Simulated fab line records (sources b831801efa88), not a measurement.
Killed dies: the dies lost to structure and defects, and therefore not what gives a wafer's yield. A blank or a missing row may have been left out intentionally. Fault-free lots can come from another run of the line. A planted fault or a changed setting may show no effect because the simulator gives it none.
Struck lot and sound lot, side by side ; flow sky130 ; 15 out of 708 route steps
Sound: the wafers L372.2, L372.5, L372.6. Wafers L379.1, L379.3, L379.5 were the ones struck. The cause is named last.
Per side, at each step with rows, come the tool, then ch with its chambers, and then its first start. Under that, the readings that differ: sound wafers ; struck wafers ; difference of the means ; sigmas: that difference in standard deviations of wafers without a fault.
alike: readings with means less than 2 such deviations apart, plus words and numbers identical on both sides. not compared: withheld readings, readings lacking a value on some wafer, bounds such as >300 that could conceal the same value, and numbers that have no deviation in the record and whose values overlap.
The two part at a step that has a row with sigmas, a row that says differs or no value, or rows on one side only. When numbers do not overlap yet have no deviation, they are printed without sigmas and do not part them. A reading that every wafer of one side lacks parts them only if that side has two wafers or more.

first, 1 step without rows for these wafers: SKY_SONOS_TUNNEL_STRIP_11 (strips in SPM, time 600 s).
SKY_SONOS_TUNNEL_TW_MEAS_12:
  struck on film-metro-02, day 13 17:34; sound on film-metro-01, day 11 14:34
  alike: SONOS_TUNNEL_TW
then, 2 steps without rows for these wafers: SKY_SONOS_TUNNEL_CLEAN_13 (cleans in dHF, time 20 s); SKY_SONOS_ONO_OXIDATION_00 (stabilise 600 s, purge 300 s, target thk 2.6 nm).
SKY_SONOS_ONO_THK_MEAS_01:
  struck on film-metro-02, day 13 21:12; sound on film-metro-02, day 11 16:38
  alike: SONOS_ONO_OXIDATION_THK
then, 1 step without rows for these wafers: SKY_SONOS_ONO_CVD_02 (deposits Si3N4 from DCS/NH3, target thk 10.5 nm, time 180 s).
SKY_SONOS_ONO_THK_MEAS_03:
  struck on film-metro-03, day 13 23:35; sound on film-metro-03, day 11 17:44
  alike: SONOS_ONO_CVD_02_THK
then, 1 step without rows for these wafers: SKY_SONOS_ONO_CVD_04 (deposits SiO2 from SiH4/N2O, target thk 5.7199 nm).
SKY_SONOS_ONO_THK_MEAS_05:
  struck on film-metro-04, day 14 00:54; sound on film-metro-04, day 11 19:03
  alike: SONOS_ONO_CVD_04_THK
then, 3 steps without rows for these wafers: SKY_SONOS_ONO_DEHYDRATE_06 (time 60 s); SKY_SONOS_ONO_HMDS_07 (prime time 60 s); SKY_SONOS_ONO_COAT_08 (resist thk 1140 nm).
SKY_SONOS_ONO_SOFTBAKE_09: time 60 s.
  sound on litho-track-02 ch 0, day 12 06:58; struck on litho-track-02 ch 0, day 14 13:36
reading;sound;struck;difference;sigmas
heater-power-total-W (W);56.63 56.59 56.61;58.18 58.14 58.09;+1.53;+37
run-length-s (s);89.54 89.57 89.37;84.78 84.76 85.06;-4.63;-27
then, 1 step without rows for these wafers: SKY_SONOS_ONO_EXPOSE_10 (exposes mask ONOM, target cd 410 nm).
-- the record jumps here: 33 days lie between the struck wafers' starts before and after (it left off in module SONOS_ONO and takes up again in module PAD_OPEN, whose first step shown is number 708 of the route) --
SKY_PAD_OPEN_PROBE_99:
  struck on prober-01, day 47 18:08; sound on prober-02, day 45 22:19
  alike: killed_at_M0_to_M3, killed_at_M4_up, killed-at-contacts, killed-at-front-end, killed-at-other, killed-dies, killed-open, killed-short

WHERE THEY PART
Within this record, at SKY_SONOS_ONO_SOFTBAKE_09 only. Later steps at which nothing parts them and some readings are alike: SKY_PAD_OPEN_PROBE_99.

WHY: the cause the simulator had injected
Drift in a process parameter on litho-track-02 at SKY_SONOS_ONO_SOFTBAKE_09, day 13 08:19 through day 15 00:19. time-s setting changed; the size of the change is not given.
